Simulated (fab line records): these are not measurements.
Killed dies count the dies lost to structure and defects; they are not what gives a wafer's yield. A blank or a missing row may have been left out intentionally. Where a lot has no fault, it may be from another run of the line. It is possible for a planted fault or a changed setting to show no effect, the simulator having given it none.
Code-filled problem report in 8D (eight disciplines) form / flow gf180mcu / the parts of the form that need people (team, actions taken, sign-off) are left out

== 1. THE ISSUE ==
At GF_V1_ETCH_17, biasW averages 1280 W over 2 wafers from 2 lots, while fault-free wafers read 1200 W, standard deviation 3.6. Measured from the usual mean, that is +22 standard deviations.
The step: etches SiO2 in C4F8/O2/Ar, stops on TiN, target depth 630 nm.
First seen on wafer L175.4, day 21 13:00, on rieDiel-03. The record holds 39 wafers of 13 lots with a number at this step. By rule, "out" or "out of limits" means more than 4 standard deviations away from the usual mean. All remaining wafers that have a number are taken as sound.

== 2. WHAT IT IS; WHAT IT IS NOT ==
question=which readings at this step | is=biasW | is not=oesProductAu
question=which lots | is=L175, L177 | is not=L167, L170, L172, L173, L174, L184, L185, L186, L187, L188, L189
question=which wafers of those lots | is=L175.4, L177.6 | is not=L175.2, L175.3, L177.2, L177.4
question=read on which tools | is=rieDiel-03 | is not=rieDiel-01, rieDiel-04
question=when | is=from day 21 13:00 | is not=up to then (17 sound wafers); but 20 sound wafers of L177, L184, L185, L186, L187, L188, L189 came after

== 3. THE SUSPECTS, EACH WITH WHAT RULES IT OUT ==
Counting: a tool at a process step up to the reading stays a suspect if it ran every lot that is out. Sound lots after the first of them don't rule it out here, since some wafers of a struck lot are sound.
- rieDiel-03 at GF_V1_ETCH_17 (etches SiO2 in C4F8/O2/Ar, stops on TiN, target depth 630 nm): kept. It ran every lot that is out, first L175 (day 21 13:00); its last sound lot up to then is L174 (day 21 05:00). Out on those wafers are its own readings of biasW.
- At GF_V1_ETCH_17, inside rieDiel-03: chamber 2 took the wafers that are out, while their sound lot-mates went through chambers 0, 1, 3.
Left after counting: rieDiel-03 at GF_V1_ETCH_17.

== 4. THE CAUSE (what the simulator had put in) ==
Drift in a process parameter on rieDiel-03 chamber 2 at GF_V1_ETCH_17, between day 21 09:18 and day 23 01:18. Setting biasW, moved by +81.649, from 1200. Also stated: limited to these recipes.
Only this tool survived the counting.

== 5. THE EFFECT CHAIN, in route order ==
One row per reading whose mean, taken over the struck wafers that have a number, lies over 3 standard deviations from the usual. Readings are gone through only where the record gives a usual standard deviation; hours: the median, over the lots, of the time from a lot's start at the first step in this table giving one to that lot's start at this step; sigmas: the change measured in usual standard deviations.
hours=0; step=GF_V1_ETCH_17; reading=biasW; usual=1200 W; on struck wafers=1280; change=+80; sigmas=+22
The process steps in it:
- GF_V1_ETCH_17: etches SiO2 in C4F8/O2/Ar, stops on TiN, target depth 630 nm.

== 6. HOW IT WOULD HAVE BEEN CAUGHT EARLIER ==
The fault began at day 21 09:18; the first out-of-limits reading in this record came at day 21 13:00, 4 hours later.
